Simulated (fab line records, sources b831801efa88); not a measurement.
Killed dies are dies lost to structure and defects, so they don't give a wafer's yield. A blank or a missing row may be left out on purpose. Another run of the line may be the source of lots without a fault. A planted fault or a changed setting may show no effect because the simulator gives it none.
What tool caused it?    flow gf180mcu    11 lots, 33 wafers sampled, at 5 steps of a route of 602

== WHAT THE GAUGES READ, wafer by wafer ==
GF_HV_LDD_THK_MEAS_55.
lot   measured      on             HV_LDD_CVD_54_THK (nm)
L979  day 13 11:35  film_metro-04  9.80 9.87 9.88
L982  day 14 09:23  film_metro-04  9.85 10.08 9.96
L983  day 14 18:34  film_metro-04  10.07 10.22 10.05
L984  day 15 04:22  film_metro-02  9.88 10.03 9.94
L985  day 15 17:39  film_metro-03  9.95 10.00 9.90
L987  day 16 03:52  film_metro-02  10.15 9.93 10.01
L989  day 16 19:19  film_metro-04  10.12 10.30 10.21
L990  day 17 07:11  film_metro-03  10.04 9.89 9.83
L992  day 18 02:31  film_metro-03  9.96 10.02 10.01
L998  day 20 00:02  film_metro-04  10.19 10.09 10.01
L999  day 20 03:19  film_metro-03  10.04 10.24 9.97

GF_PSD_RS_MEAS_14: uses a four-point probe to measure.
lot   measured      on             NSD_RS (ohm/sq)
L979  day 15 07:26  film_metro-01  46.59 46.73 46.62
L982  day 16 06:56  film_metro-01  46.75 46.75 46.60
L983  day 16 16:39  film_metro-01  46.70 46.67 46.81
L984  day 17 03:07  film_metro-04  46.38 46.47 46.29
L985  day 17 17:21  film_metro-03  46.53 46.52 46.58
L987  day 18 04:07  film_metro-01  46.61 46.58 46.67
L989  day 18 19:49  film_metro-01  47.28 47.24 47.36
L990  day 19 09:05  film_metro-01  46.61 46.47 46.65
L992  day 20 05:39  film_metro-03  47.31 47.30 47.20
L998  day 22 02:29  film_metro-03  46.49 46.57 46.57
L999  day 22 05:22  film_metro-03  46.62 46.61 46.69

== WHICH TOOL RAN EACH LOT (tool, then ch and the chambers of the sampled wafers, then the start) ==
lot   GF_HV_LDD_STRIP_22                    GF_NSD_IMPLANT_10                GF_NSD_STRIP_11
L979  plasma_asher-04 ch 0,1, day 11 16:37  implanter-01 ch 0, day 14 09:58  plasma_asher-01 ch 0,1, day 14 10:07
L982  plasma_asher-04 ch 0,1, day 12 13:45  implanter-04 ch 0, day 15 08:11  plasma_asher-03 ch 0,1, day 15 08:18
L983  plasma_asher-02 ch 0,1, day 12 23:08  implanter-01 ch 0, day 15 18:01  plasma_asher-02 ch 0,1, day 15 18:09
L984  plasma_asher-02 ch 0,1, day 13 07:22  implanter-03 ch 0, day 16 03:44  plasma_asher-03 ch 0,1, day 16 03:53
L985  plasma_asher-03 ch 0,1, day 13 21:12  implanter-01 ch 0, day 16 17:37  plasma_asher-02 ch 0,1, day 16 17:45
L987  plasma_asher-02 ch 0,1, day 14 05:44  implanter-03 ch 0, day 17 03:54  plasma_asher-03 ch 0,1, day 17 04:00
L989  plasma_asher-02 ch 0,1, day 14 21:21  implanter-03 ch 0, day 17 20:31  plasma_asher-01 ch 0,1, day 17 20:40
L990  plasma_asher-03 ch 0, day 15 08:49    implanter-01 ch 0, day 18 07:46  plasma_asher-03 ch 0, day 18 07:54
L992  plasma_asher-04 ch 0,1, day 16 02:31  implanter-03 ch 0, day 19 04:29  plasma_asher-01 ch 0,1, day 19 04:38
L998  plasma_asher-04 ch 0,1, day 17 21:25  implanter-01 ch 0, day 21 01:55  plasma_asher-02 ch 1, day 21 02:03
L999  plasma_asher-02 ch 0,1, day 18 00:48  implanter-01 ch 0, day 21 05:28  plasma_asher-02 ch 1, day 21 05:37
- GF_HV_LDD_STRIP_22: strips in O2/N2.
- GF_NSD_IMPLANT_10
- GF_NSD_STRIP_11: strips in O2/N2.

== AS READ BY THE TOOLS THEMSELVES (means over the sampled wafers that have a number; for cases with no such wafer, the mark the record gives instead) ==
GF_HV_LDD_STRIP_22.
lot   tool             drypump_motor_current_A (A)  heater_power_w (W)  oes_product_au (a.u.)  strip_time_to_endpoint_s (s)
L979  plasma_asher-04  6.1                          311                 0.720                  12.65
L982  plasma_asher-04  5.8                          311                 0.714                  12.63
L983  plasma_asher-02  6.0                          330                 0.713                  12.61
L984  plasma_asher-02  6.0                          310                 0.717                  12.65
L985  plasma_asher-03  5.5                          343                 0.718                  12.57
L987  plasma_asher-02  6.0                          329                 0.714                  12.61
L989  plasma_asher-02  6.0                          330                 0.710                  12.60
L990  plasma_asher-03  5.5                          376                 0.717                  12.62
L992  plasma_asher-04  6.1                          313                 0.717                  12.63
L998  plasma_asher-04  6.1                          317                 0.721                  12.63
L999  plasma_asher-02  6.0                          327                 0.714                  12.63

GF_NSD_IMPLANT_10.
lot   tool          beam_energy_keV  beam_on_s (s)  dose_ions_cm2
L979  implanter-01  40.001           9.93           4.999e+14
L982  implanter-04  40.004           9.77           5.005e+14
L983  implanter-01  40.009           9.85           4.998e+14
L984  implanter-03  39.996           10.04          4.995e+14
L985  implanter-01  39.990           10.19          4.999e+14
L987  implanter-03  40.006           10.04          4.998e+14
L989  implanter-03  35.325           9.86           5.002e+14
L990  implanter-01  40.026           9.89           4.999e+14
L992  implanter-03  35.333           9.86           4.998e+14
L998  implanter-01  39.976           9.96           5.001e+14
L999  implanter-01  40.002           9.86           4.990e+14

GF_NSD_STRIP_11.
lot   tool             drypump_motor_current_A (A)  heater_power_w (W)  oes_product_au (a.u.)  strip_time_to_endpoint_s (s)
L979  plasma_asher-01  6.03                         318                 0.488                  23.05
L982  plasma_asher-03  5.46                         322                 0.492                  23.08
L983  plasma_asher-02  5.97                         329                 0.489                  23.12
L984  plasma_asher-03  5.47                         348                 0.485                  23.07
L985  plasma_asher-02  6.00                         308                 0.487                  23.09
L987  plasma_asher-03  5.46                         317                 0.487                  23.08
L989  plasma_asher-01  6.11                         324                 0.490                  22.85
L990  plasma_asher-03  5.46                         377                 0.488                  23.12
L992  plasma_asher-01  6.06                         317                 0.492                  22.88
L998  plasma_asher-02  5.94                         353                 0.484                  23.00
L999  plasma_asher-02  5.98                         348                 0.485                  23.07

== THE ANSWER, worked out from the rows above alone ==
Rule: what is usual is taken from the lots themselves. Put in order of their means at a reading, lots are off if they are a third of the lots or fewer, leave a main group of 4 or more, and stand apart from it by a gap of 3 or more times the standard deviation of the main group's means; of several such gaps the widest counts. The tables above print the reading to a certain number of digits; a main group whose means all agree to those digits is not used. Also off: a lot with no number at a reading for which 4 or more lots have one. Where the step has rows for the other lots, those lots are counted as sound. Order of review: gauges by route order, followed by the tools' own readings, for which a lot's mean as printed above is used. At the first step where some lot is off, the reading lying furthest off is the one used; lots without a number count as furthest.
Off: L989, L992, seen at GF_PSD_RS_MEAS_14 (NSD_RS). Mean 46.60 ohm/sq and standard deviation 0.097 in the main group.
If a tool, at a process step before that reading, ran all the lots that are off and no sound lot after the first of them, it fits. The gauges at GF_PSD_RS_MEAS_14 aren't tried: what is off there is off at GF_NSD_IMPLANT_10 too, on other tools, and a gauge's error can't cause that. Undecided on this evidence; 2 tools fit (implanter-03 at GF_NSD_IMPLANT_10, plasma_asher-01 at GF_NSD_STRIP_11).

== WHAT HAD BEEN PUT IN BY THE SIMULATOR ==
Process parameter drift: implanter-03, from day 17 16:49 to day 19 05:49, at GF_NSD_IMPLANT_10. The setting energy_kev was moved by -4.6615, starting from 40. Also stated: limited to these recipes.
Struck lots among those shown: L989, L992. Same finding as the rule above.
